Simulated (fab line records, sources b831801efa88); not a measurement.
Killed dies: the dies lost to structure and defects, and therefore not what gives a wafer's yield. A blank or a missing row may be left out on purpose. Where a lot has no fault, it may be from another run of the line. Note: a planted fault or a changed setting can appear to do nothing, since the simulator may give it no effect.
The tool behind it: which one? ; flow sky130 ; Sampling: 12 lots, 36 wafers, 3 of 708 route steps

WHAT THE GAUGES SHOWED, per wafer
SKY_VT_ADJUST_LVTN_TW_MEAS_10.
lot;measured;on;VT_ADJUST_LVTN_TW
L885;day 7 03:58;filmMetro-02;239.4 238.0 239.4
L887;day 7 14:05;filmMetro-04;239.0 237.7 238.5
L891;day 8 14:10;filmMetro-03;240.7 241.7 240.8
L895;day 9 23:57;filmMetro-03;240.0 240.4 239.2
L898;day 10 15:28;filmMetro-03;239.7 239.6 238.3
L899;day 10 23:07;filmMetro-03;240.4 241.1 239.4
L901;day 11 05:58;filmMetro-02;238.7 238.4 238.9
L904;day 11 23:49;filmMetro-03;272.9 272.4 273.0
L905;day 12 08:16;filmMetro-02;238.4 238.8 240.1
L906;day 12 15:11;filmMetro-03;275.9 276.0 275.5
L907;day 12 23:46;filmMetro-04;236.8 237.3 236.4
L908;day 13 08:22;filmMetro-04;238.5 238.6 239.6

SKY_LDD_LDN_TW_MEAS_13.
lot;measured;on;LDD_LDN_TW
L885;day 24 10:37;filmMetro-02;1465 1459 1467
L887;day 24 08:53;filmMetro-02;1464 1456 1466
L891;day 25 07:25;filmMetro-02;1453 1451 1456
L895;day 27 13:52;filmMetro-03;1479 1466 1469
L898;day 27 19:22;filmMetro-01;1474 1481 1478
L899;day 28 13:19;filmMetro-01;1488 1486 1485
L901;day 28 11:40;filmMetro-03;1489 1486 1484
L904;day 29 04:43;filmMetro-02;1468 1466 1467
L905;day 30 09:12;filmMetro-03;1483 1474 1487
L906;day 30 09:11;filmMetro-02;1474 1469 1464
L907;day 30 10:44;filmMetro-02;1464 1455 1458
L908;day 30 17:52;filmMetro-02;1458 1463 1470

EACH LOT AND THE TOOL THAT RAN IT (in order: tool; ch and the chambers of the sampled wafers; start)
lot;SKY_VT_ADJUST_LVTN_IMPLANT_08
L885;implanter-02 ch 0, day 7 03:43
L887;implanter-04 ch 0, day 7 13:50
L891;implanter-04 ch 0, day 8 13:55
L895;implanter-01 ch 0, day 9 23:42
L898;implanter-01 ch 0, day 10 15:15
L899;implanter-02 ch 0, day 10 22:52
L901;implanter-04 ch 0, day 11 05:43
L904;implanter-02 ch 0, day 11 23:34
L905;implanter-01 ch 0, day 12 08:01
L906;implanter-02 ch 0, day 12 14:58
L907;implanter-04 ch 0, day 12 23:33
L908;implanter-04 ch 0, day 13 08:08
- SKY_VT_ADJUST_LVTN_IMPLANT_08

AS READ BY THE TOOLS THEMSELVES (means over the sampled wafers that have a number; for cases with no such wafer, the mark the record gives instead)
SKY_VT_ADJUST_LVTN_IMPLANT_08.
lot;tool;doseIonsCm2;faradayCurrentUA
L885;implanter-02;1.57e+12;8.91
L887;implanter-04;1.57e+12;8.88
L891;implanter-04;1.57e+12;8.78
L895;implanter-01;1.57e+12;8.69
L898;implanter-01;1.57e+12;8.77
L899;implanter-02;1.57e+12;8.91
L901;implanter-04;1.57e+12;8.92
L904;implanter-02;2.50e+12;13.73
L905;implanter-01;1.57e+12;8.83
L906;implanter-02;2.50e+12;14.37
L907;implanter-04;1.57e+12;8.97
L908;implanter-04;1.57e+12;8.81

THE ANSWER, worked out from the rows above alone
Rule: the lots themselves supply what counts as usual. The widest of any qualifying gaps counts: lots, ordered by their means at a reading, are off when they make up no more than a third of the lots, leave a main group of 4 or more, and stand apart from it by 3 or more times the standard deviation of that group's means. A main group is skipped when, at the precision printed for the reading in the tables above, its means are all equal. A lot without any number at a reading at which 4 lots or more have one is off too. Where the step has rows for the other lots, those lots are counted as sound. The gauges are gone through in route order, then the tools' own readings, and for those a lot's mean is taken as printed above. At the first step where some lot is off, the reading lying furthest off is the one used; lots without a number count as furthest.
Off: L904, L906, at SKY_VT_ADJUST_LVTN_TW_MEAS_10 (VT_ADJUST_LVTN_TW). The main group: mean 239.1, standard deviation 1.1.
If a tool, at a process step before that reading, ran all the lots that are off and no sound lot after the first of them, it fits. The gauges at SKY_VT_ADJUST_LVTN_TW_MEAS_10 aren't tried: what is off there is off at SKY_VT_ADJUST_LVTN_IMPLANT_08 too, on other tools, and a gauge's error can't cause that. One fits: implanter-02 at SKY_VT_ADJUST_LVTN_IMPLANT_08. A fault onset in the window from L899 (day 10 22:52, its last sound lot) to L904 (day 11 23:34, its first lot off) fits.
The tool's own readings at SKY_VT_ADJUST_LVTN_IMPLANT_08 bear it out: on the lots that are off they differ by more than 5 times the standard deviation of the sound lots' means. doseIonsCm2 reads 2.50e+12 there against 1.57e+12 on the sound lots; faradayCurrentUA reads 14.05 there against 8.85 on the sound lots.

WHAT THE SIMULATOR PUT IN
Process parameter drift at SKY_VT_ADJUST_LVTN_IMPLANT_08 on implanter-02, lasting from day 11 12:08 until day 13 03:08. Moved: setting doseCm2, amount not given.
Struck lots among those shown: L904, L906. Same finding as the rule above.
